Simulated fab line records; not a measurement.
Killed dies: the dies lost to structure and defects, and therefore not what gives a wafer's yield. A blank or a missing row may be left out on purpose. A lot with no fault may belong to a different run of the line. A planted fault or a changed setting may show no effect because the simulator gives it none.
Problem report, 8D (eight disciplines) form, completed by code | flow sky130 | the parts of the form that need people (team, actions taken, sign-off) are left out

== 1. THE PROBLEM ==
At SKY_LDD_P_CD_MEAS_07, cdNm averages 284.9 nm over 12 wafers from 4 lots, while fault-free wafers read 380.0 nm, standard deviation 2.6. Measured from the usual mean, that is -37 standard deviations.
The step: target cd 380 nm.
First seen on wafer L927.2, day 20 18:00, on cdSem-01. The record has a number at this step for 45 wafers belonging to 15 lots. The rule behind "out" and "out of limits": a value lying over 4 standard deviations away from the usual mean. The other wafers with a number count as sound.

== 2. WHAT THIS IS AND IS NOT ==
question                    | is                     | is not
which readings at this step | cdNm                   | -
which lots                  | L927, L929, L930, L931 | L922, L923, L924, L925, L926, L928, L932, L937, L940, L942, L943
which wafers of those lots  | all that have a number | -
read on which gauges        | cdSem-01               | -
when                        | from day 20 18:00      | up to then (15 sound wafers); but 18 sound wafers of L928, L932, L937, L940, L942, L943 came after

== 3. WHAT RULES OUT EACH SUSPECT ==
Counting: a tool at a process step up to the reading stays a suspect if it ran every lot that is out and no sound lot after the first of them.
- ruled out: the gauge at SKY_LDD_P_CD_MEAS_07. All the wafers that are out were read on cdSem-01, but those of them that SKY_LDD_P_EXPOSE_04 has rows for are out there too, on other tools.
- ilineStepper-02 at SKY_LDD_P_EXPOSE_04 (exposes mask PSDM, target cd 380 nm): kept. It ran every lot that is out, first L927 (day 20 02:28), and no sound lot after that; its last sound lot up to then is L926 (day 19 18:21). Its own readings are out on those wafers: exposureDoseMJCm2.
After counting, what remains is ilineStepper-02 at SKY_LDD_P_EXPOSE_04.

== 4. THE CAUSE (what the simulator had put in) ==
Drift in process parameters on ilineStepper-02 at SKY_LDD_P_EXPOSE_04, starting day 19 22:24. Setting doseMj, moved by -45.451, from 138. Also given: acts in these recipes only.
Only this tool survived the counting.

== 5. THE CHAIN OF EFFECTS, in route order ==
One row per reading whose mean, taken over the struck wafers that have a number, lies over 3 standard deviations from the usual. Scope: only readings with a usual standard deviation given in the record; hours: median across lots of the time from each lot's start at the first step in this table that gives one to its start at this step; sigmas: change in usual standard deviations.
hours | step                 | reading           | usual    | on struck wafers | change | sigmas
0     | SKY_LDD_P_EXPOSE_04  | exposureDoseMJCm2 | 137.98   | 99.25            | -38.73 | -99 or more
15    | SKY_LDD_P_CD_MEAS_07 | cdNm              | 380.0 nm | 284.9            | -95.1  | -37
It contains these process steps:
- SKY_LDD_P_EXPOSE_04: exposes mask PSDM, target cd 380 nm.
At these later measuring or inspecting steps, every struck wafer for which the step has a row has a number for every such reading, and none has moved that far: SKY_CONTACT_OVL_MEAS_15.

== 6. WHAT WOULD HAVE CAUGHT IT SOONER ==
In this record the first reading out of limits at a measuring or inspecting step was taken at day 20 18:00, 20 hours after the fault began at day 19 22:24.
Tool's own readings at SKY_LDD_P_EXPOSE_04, exposureDoseMJCm2: out on all struck wafers the step has rows for; an alarm limit on them would have tripped on the first.
Of the lots that are out (4), L929, L930, L931 began SKY_LDD_P_EXPOSE_04 on ilineStepper-02 after day 20 18:00. A hold on the tool at that time would have spared those 3.
